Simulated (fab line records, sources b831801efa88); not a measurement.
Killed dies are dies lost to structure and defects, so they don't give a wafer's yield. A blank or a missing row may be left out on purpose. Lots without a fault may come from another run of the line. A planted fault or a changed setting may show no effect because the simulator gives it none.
One fault seen from 2 desks | flow gf180mcu | each desk has only its own numbers; what lay behind them comes last

THE METROLOGY DESK
What the gauges read, lot by lot, whatever tool the lot ran on: means of the sampled wafers that have a number. A lot is out of limits, marked OUT, if its mean lies more than 4 standard deviations from the usual mean; the brackets give that distance.
Columns: A = V4_W_RS at GF_V4_RS_MEAS_24, usual 0.329 ohm/sq; B = V4_W_THK at GF_V4_THK_MEAS_25, usual 352 nm; C = MIM_CVD_05_THK at GF_MIM_THK_MEAS_06, usual 42.0 nm
lot  | first seen here | A     | B   | C
L476 | day 26 03:01    | 0.331 | 347 | 41.9
L482 | day 28 05:41    | 0.330 | 351 | 42.4
L484 | day 28 22:03    | 0.331 | 351 | 41.9
L491 | day 30 17:30    | 0.334 | 347 | 41.8
L494 | day 31 10:34    | 0.328 | 346 | 42.1
This desk's finding: nothing out of limits on any of the 5 lots.

THE TOOL OWNER'S DESK: pvd_sputter-02
The tool's own readings at GF_MIM_SPUTTER_07 (material TiN, target thk 60 nm, time 50 s): means of the sampled wafers that have a number, for each lot that ran on this tool. A lot is out of limits, marked OUT, if its mean lies more than 4 standard deviations from the usual mean; the brackets give that distance.
Columns: A = cathode_dc_power_W at GF_MIM_SPUTTER_07, usual 6499.9 W; B = throttle_valve_pct at GF_MIM_SPUTTER_07, usual 30.3 %
lot  | first seen here | A      | B
L482 | day 28 06:25    | 6500.7 | 30.6
L494 | day 31 11:20    | 6498.9 | 30.6
This desk's finding: nothing out of limits on any of the 2 lots.

PUT TOGETHER
The metrology desk saw nothing out of limits.
The tool owner's desk saw nothing out of limits.

WHAT THE SIMULATOR HAD PUT IN
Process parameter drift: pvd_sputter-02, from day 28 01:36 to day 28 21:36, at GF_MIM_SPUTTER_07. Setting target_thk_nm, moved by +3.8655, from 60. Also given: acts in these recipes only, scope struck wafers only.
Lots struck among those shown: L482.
